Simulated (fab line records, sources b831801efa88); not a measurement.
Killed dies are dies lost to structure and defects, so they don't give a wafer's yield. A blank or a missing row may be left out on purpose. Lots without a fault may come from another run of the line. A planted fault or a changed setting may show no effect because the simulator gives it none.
Which tool did it? | flow gf180mcu | 14 lots, 42 wafers sampled, at 5 steps of a route of 602

WHAT THE GAUGES READ, wafer by wafer
GF_HV_LDD_OVL_MEAS_20.
lot  | measured     | on         | HV_LDD_01_OVL (nm)
L892 | day 11 08:55 | overlay-01 | 3.6 1.9 -0.5
L893 | day 11 14:04 | overlay-01 | 0.4 0.5 -0.1
L894 | day 11 21:49 | overlay-01 | -1.3 -0.8 -1.7
L896 | day 12 11:31 | overlay-02 | 0.0 -2.0 -2.0
L897 | day 12 20:25 | overlay-02 | -1.4 -0.5 -1.5
L898 | day 13 02:55 | overlay-02 | 0.6 -0.6 0.5
L900 | day 13 18:37 | overlay-01 | 1.0 0.3 0.5
L901 | day 14 03:33 | overlay-02 | -2.3 -1.7 -1.8
L902 | day 14 06:07 | overlay-02 | -1.2 -2.2 -1.4
L903 | day 14 21:07 | overlay-01 | 4.3 1.0 2.4
L904 | day 15 02:19 | overlay-01 | -1.1 1.4 -0.1
L905 | day 15 08:06 | overlay-01 | 0.0 0.4 2.0
L911 | day 17 07:13 | overlay-01 | 0.3 -1.6 1.6
L914 | day 18 03:58 | overlay-02 | -2.4 -0.5 -2.0

GF_HV_LDD_TW_MEAS_23.
lot  | measured     | on            | HV_LDD_2_TW
L892 | day 11 09:13 | film_metro-03 | 1045 1047 1047
L893 | day 11 14:22 | film_metro-02 | 1055 1045 1051
L894 | day 11 22:07 | film_metro-04 | 1055 1052 1054
L896 | day 12 11:49 | film_metro-02 | 1052 1046 1044
L897 | day 12 20:43 | film_metro-02 | 1047 1047 1046
L898 | day 13 03:13 | film_metro-04 | 1052 1058 1057
L900 | day 13 18:55 | film_metro-02 | 1036 1038 1037
L901 | day 14 03:50 | film_metro-02 | 1050 1047 1048
L902 | day 14 06:34 | film_metro-04 | 1061 1060 1064
L903 | day 14 21:25 | film_metro-04 | 1061 1065 1061
L904 | day 15 02:37 | film_metro-03 | 1049 1053 1047
L905 | day 15 08:23 | film_metro-04 | 1063 1065 1065
L911 | day 17 07:31 | film_metro-03 | 1048 1057 1050
L914 | day 18 04:15 | film_metro-04 | 1062 1056 1055

GF_HV_LDD_OVL_MEAS_32.
lot  | measured     | on         | HV_LDD_02_OVL (nm)
L892 | day 12 05:16 | overlay-02 | -1.3 -2.2 -1.8
L893 | day 12 09:55 | overlay-01 | 0.4 -0.5 0.4
L894 | day 12 18:34 | overlay-01 | -0.8 -1.1 -0.9
L896 | day 13 07:55 | overlay-02 | -1.9 -1.3 -1.5
L897 | day 13 17:40 | overlay-02 | -0.5 -0.5 -0.3
L898 | day 14 00:25 | overlay-01 | 0.7 3.2 -0.8
L900 | day 14 16:15 | overlay-01 | -0.1 0.3 0.5
L901 | day 15 00:31 | overlay-02 | -0.4 -2.0 -2.7
L902 | day 15 03:38 | overlay-02 | -0.2 1.7 -1.1
L903 | day 15 19:37 | overlay-02 | 0.4 -0.4 0.6
L904 | day 16 00:50 | overlay-01 | 0.6 -0.5 0.2
L905 | day 16 07:01 | overlay-01 | -0.9 3.2 1.1
L911 | day 18 07:37 | overlay-02 | -1.3 0.2 -0.7
L914 | day 19 04:57 | overlay-02 | -1.9 -1.2 -0.9

GF_HV_LDD_RS_MEAS_53: measures by four-point-probe.
lot  | measured     | on            | HV_LDD_RS (ohm/sq)
L892 | day 13 03:01 | film_metro-03 | 418.6 418.9 418.3
L893 | day 13 07:11 | film_metro-03 | 419.7 420.3 419.5
L894 | day 13 15:50 | film_metro-04 | 418.2 417.5 417.0
L896 | day 14 05:55 | film_metro-03 | 418.7 418.9 419.2
L897 | day 14 16:28 | film_metro-04 | 420.1 419.2 419.3
L898 | day 14 23:14 | film_metro-03 | 418.4 418.7 419.4
L900 | day 15 15:41 | film_metro-04 | 418.1 418.0 419.5
L901 | day 16 00:02 | film_metro-04 | 417.4 419.0 418.5
L902 | day 16 03:26 | film_metro-03 | 417.5 419.0 417.5
L903 | day 16 20:19 | film_metro-04 | 418.3 418.1 418.4
L904 | day 17 01:10 | film_metro-04 | 417.8 418.5 418.4
L905 | day 17 08:13 | film_metro-02 | 419.5 419.3 419.3
L911 | day 19 10:20 | film_metro-02 | 411.9 411.4 411.4
L914 | day 20 06:11 | film_metro-02 | 410.9 411.1 411.1

WHICH TOOL RAN EACH LOT (tool, then ch and the chambers of the sampled wafers, then the start)
lot  | GF_HV_LDD_IMPLANT_35
L892 | implanter-03 ch 0, day 12 05:37
L893 | implanter-01 ch 0, day 12 10:16
L894 | implanter-02 ch 0, day 12 18:54
L896 | implanter-01 ch 0, day 13 08:15
L897 | implanter-01 ch 0, day 13 18:01
L898 | implanter-01 ch 0, day 14 00:46
L900 | implanter-02 ch 0, day 14 16:35
L901 | implanter-02 ch 0, day 15 00:52
L902 | implanter-02 ch 0, day 15 04:02
L903 | implanter-01 ch 0, day 15 19:58
L904 | implanter-03 ch 0, day 16 01:13
L905 | implanter-03 ch 0, day 16 07:21
L911 | implanter-03 ch 0, day 18 07:58
L914 | implanter-03 ch 0, day 19 05:17
- GF_HV_LDD_IMPLANT_35

WHAT THE TOOLS THEMSELVES READ (means of the sampled wafers that have a number; where no wafer has one, the mark that the record gives instead)
GF_HV_LDD_IMPLANT_35.
lot  | tool         | beam_energy_keV | end_station_pressure_torr (Torr)
L892 | implanter-03 | 59.990          | 5.14e-06
L893 | implanter-01 | 59.996          | 4.86e-06
L894 | implanter-02 | 60.003          | 5.15e-06
L896 | implanter-01 | 60.014          | 4.96e-06
L897 | implanter-01 | 60.013          | 5.12e-06
L898 | implanter-01 | 60.015          | 4.91e-06
L900 | implanter-02 | 60.029          | 5.05e-06
L901 | implanter-02 | 60.005          | 4.96e-06
L902 | implanter-02 | 60.022          | 4.99e-06
L903 | implanter-01 | 60.035          | 5.35e-06
L904 | implanter-03 | 60.002          | 5.35e-06
L905 | implanter-03 | 59.980          | 5.12e-06
L911 | implanter-03 | 48.916          | 5.24e-06
L914 | implanter-03 | 48.912          | 4.98e-06

THE ANSWER, worked out from the rows above alone
Rule: what is usual is taken from the lots themselves. Put in order of their means at a reading, lots are off if they are a third of the lots or fewer, leave a main group of 4 or more, and stand apart from it by a gap of 3 or more times the standard deviation of the main group's means; of several such gaps the widest counts. A main group whose means are all the same, to the digits that the tables above print for the reading, isn't used. A lot without any number at a reading at which 4 lots or more have one is off too. The other lots that the step has rows for count as sound. The gauges are gone through in route order, then the tools' own readings, and for those a lot's mean is taken as printed above. The first step at which some lot is off is used, and at that step the reading that is off furthest; a lot without a number counts as furthest.
Off: L911, L914, at GF_HV_LDD_RS_MEAS_53 (HV_LDD_RS). The main group: mean 418.7 ohm/sq, standard deviation 0.64.
A tool fits if, at a process step before that reading, it ran every lot that is off, and no sound lot after the first of them. The gauges at GF_HV_LDD_RS_MEAS_53 aren't tried: what is off there is off at GF_HV_LDD_IMPLANT_35 too, on other tools, and a gauge's error can't cause that. One fits: implanter-03 at GF_HV_LDD_IMPLANT_35. Its last sound lot is L905 (day 16 07:21), its first lot that is off L911 (day 18 07:58): a fault that began between those two fits.
The tool's own readings at GF_HV_LDD_IMPLANT_35 bear it out: on the lots that are off they differ by more than 5 times the standard deviation of the sound lots' means. beam_energy_keV reads 48.914 there against 60.009 on the sound lots.

WHAT THE SIMULATOR HAD PUT IN
Process parameter drift: implanter-03, from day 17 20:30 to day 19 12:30, at GF_HV_LDD_IMPLANT_35. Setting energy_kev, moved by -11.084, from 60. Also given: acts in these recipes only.
Lots struck among those shown: L911, L914. The rule above found the same.
